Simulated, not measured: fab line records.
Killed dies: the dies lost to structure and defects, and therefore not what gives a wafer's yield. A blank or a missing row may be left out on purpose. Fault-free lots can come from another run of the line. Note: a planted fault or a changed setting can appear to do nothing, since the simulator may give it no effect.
Which tool did it? :: flow sky130 :: at 1 step of a route of 708, 12 lots with 36 wafers sampled

## WHAT EACH GAUGE READ, for each wafer
SKY_VIA2_OVL_MEAS_13.
lot: L075
measured: day 36 17:37
on: overlay-01
VIA2_OVL (nm): -1 -9 -5

lot: L077
measured: day 37 04:16
on: overlay-02
VIA2_OVL (nm): -6 -3 2

lot: L079
measured: day 37 21:31
on: overlay-02
VIA2_OVL (nm): 10 -1 0

lot: L081
measured: day 39 01:13
on: overlay-01
VIA2_OVL (nm): -6 0 -7

lot: L083
measured: day 39 03:10
on: overlay-01
VIA2_OVL (nm): 6 -2 1

lot: L085
measured: day 39 15:48
on: overlay-01
VIA2_OVL (nm): 11 -2 7

lot: L087
measured: day 40 12:51
on: overlay-01
VIA2_OVL (nm): -1 4 -1

lot: L089
measured: day 40 21:42
on: overlay-02
VIA2_OVL (nm): -1 -9 -9

lot: L091
measured: day 41 12:39
on: overlay-01
VIA2_OVL (nm): -2 13 -3

lot: L093
measured: day 41 21:01
on: overlay-02
VIA2_OVL (nm): 0 14 9

lot: L095
measured: day 42 13:54
on: overlay-01
VIA2_OVL (nm): 8 8 -2

lot: L097
measured: day 43 00:58
on: overlay-02
VIA2_OVL (nm): 10 14 7

## EACH LOT AND THE TOOL THAT RAN IT (in order: tool; ch and the chambers of the sampled wafers; start)
The record holds no process step before these readings.

## THE ANSWER, worked out from the rows above alone
Rule: what is usual is taken from the lots themselves. Put in order of their means at a reading, lots are off if they are a third of the lots or fewer, leave a main group of 4 or more, and stand apart from it by a gap of 3 or more times the standard deviation of the main group's means; of several such gaps the widest counts. The tables above print the reading to a certain number of digits; a main group whose means all agree to those digits is not used. Also off: a lot with no number at a reading for which 4 or more lots have one. Where the step has rows for the other lots, those lots are counted as sound.
No lot is off at any reading shown: from this, nothing can be told.

## WHAT THE SIMULATOR HAD INSERTED
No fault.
